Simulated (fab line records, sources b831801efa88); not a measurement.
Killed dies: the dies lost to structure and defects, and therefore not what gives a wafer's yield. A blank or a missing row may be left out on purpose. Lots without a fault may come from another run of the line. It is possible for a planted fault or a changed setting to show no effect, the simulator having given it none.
Chamber matching -- flow sky130 -- rie_diel-01 running SKY_PAD_OPEN_ETCH_07: 4 sister chambers
The step etches the open film in CF4/O2, stops on AlCu, target depth 725 nm, time 161.1 s. 8 wafers are shown with their chamber, then 8 later ones without.

== WAFERS WITH THEIR CHAMBER ==
wafer,chamber,drypump_motor_current_A (A),oes_product_au (a.u.)
L764.6,3,5.1,0.983
L774.2,2,5.4,0.983
L774.5,2,5.4,0.979
L776.2,0,6.4,0.965
L776.6,0,6.4,0.969
L777.3,3,5.1,0.973
L777.5,1,5.4,0.970
L778.2,1,5.3,0.978

== WAFERS WITH NO CHAMBER GIVEN ==
wafer,drypump_motor_current_A (A),oes_product_au (a.u.)
L778.4,5.4,0.978
L778.5,6.4,0.965
L780.1,5.3,0.978
L780.2,6.4,0.963
L780.4,5.0,0.980
L783.1,5.0,0.978
L783.2,5.4,0.976
L783.5,5.4,0.988

== EACH ONE'S CHAMBER ==
wafer,from the rows above,in truth
L778.4,can't be placed: 2 or 1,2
L778.5,0,0
L780.1,can't be placed: 1 or 2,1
L780.2,0,0
L780.4,3,3
L783.1,3,3
L783.2,can't be placed: 2 or 1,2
L783.5,can't be placed: 2 or 1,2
Placed correctly: 4 of 8. Can't be placed from these rows: 4 (the true chamber is among the candidates in 4). Placed wrongly: 0.
How it was worked out, from the rows above alone: a wafer's distance from a chamber is the root of the sum, over the readings, of the square of ((its reading less the chamber's mean) divided by the reading's scatter). The wafer belongs to the nearest chamber; if the next one is less than 2 further off, it can't be placed. Each chamber's mean is taken over the wafers shown for it. The scatter: take each reading less its chamber's mean, square it, sum over the shown wafers, divide by the number of wafers less the number of chambers, and take the root.
